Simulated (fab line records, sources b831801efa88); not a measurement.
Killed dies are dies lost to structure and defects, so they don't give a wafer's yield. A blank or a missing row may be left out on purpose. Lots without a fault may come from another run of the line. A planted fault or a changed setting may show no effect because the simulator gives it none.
Which tool did it? | flow gf180mcu | 7 lots, 21 wafers sampled, at 3 steps of a route of 602

WHAT THE GAUGES READ, wafer by wafer
GF_HV_LDD_RS_MEAS_53: measures by four-point-probe.
lot  | measured     | on            | HV_LDD_RS (ohm/sq)
L679 | day 13 01:20 | film_metro-02 | 417.1 417.5 418.1
L681 | day 13 19:17 | film_metro-03 | 419.4 419.3 418.1
L684 | day 14 14:51 | film_metro-04 | 418.6 420.0 420.2
L686 | day 15 09:41 | film_metro-04 | 419.5 421.0 419.4
L689 | day 16 06:54 | film_metro-04 | - - -
L698 | day 19 10:50 | film_metro-03 | 418.7 417.6 417.8
L700 | day 20 01:37 | film_metro-02 | 419.0 419.1 419.9

WHICH TOOL RAN EACH LOT (tool, then ch and the chambers of the sampled wafers, then the start)
lot  | GF_VT_IMPLANT_RTA_45             | GF_HV_LDD_RTA_52
L679 | rtp_anneal-02 ch 0, day 8 02:13  | rtp_anneal-02 ch 0, day 13 01:17
L681 | rtp_anneal-01 ch 0, day 8 18:10  | rtp_anneal-02 ch 0, day 13 19:12
L684 | rtp_anneal-01 ch 0, day 9 11:19  | rtp_anneal-02 ch 0, day 14 14:47
L686 | rtp_anneal-01 ch 0, day 10 00:54 | rtp_anneal-01 ch 0, day 15 09:36
L689 | rtp_anneal-02 ch 0, day 10 21:58 | rtp_anneal-01, day 16 06:49
L698 | rtp_anneal-02 ch 0, day 13 09:37 | rtp_anneal-02 ch 0, day 19 10:47
L700 | rtp_anneal-01 ch 0, day 13 21:59 | rtp_anneal-02 ch 0, day 20 01:32
- GF_VT_IMPLANT_RTA_45: time 30 s.
- GF_HV_LDD_RTA_52: time 10 s.

THE ANSWER, worked out from the rows above alone
Rule: what is usual is taken from the lots themselves. Put in order of their means at a reading, lots are off if they are a third of the lots or fewer, leave a main group of 4 or more, and stand apart from it by a gap of 3 or more times the standard deviation of the main group's means; of several such gaps the widest counts. A main group whose means are all the same, to the digits that the tables above print for the reading, isn't used. A lot without any number at a reading at which 4 lots or more have one is off too. The other lots that the step has rows for count as sound.
Off: L689, at GF_HV_LDD_RS_MEAS_53 (HV_LDD_RS). Without a number there: L689. The main group: mean 418.9 ohm/sq, standard deviation 0.85.
A tool fits if, at a process step before that reading, it ran every lot that is off, and no sound lot after the first of them. The gauges at GF_HV_LDD_RS_MEAS_53 are tried like those tools. Can't be told from this: 2 tools fit, rtp_anneal-01 at GF_HV_LDD_RTA_52, film_metro-04 at GF_HV_LDD_RS_MEAS_53.

WHAT THE SIMULATOR HAD PUT IN
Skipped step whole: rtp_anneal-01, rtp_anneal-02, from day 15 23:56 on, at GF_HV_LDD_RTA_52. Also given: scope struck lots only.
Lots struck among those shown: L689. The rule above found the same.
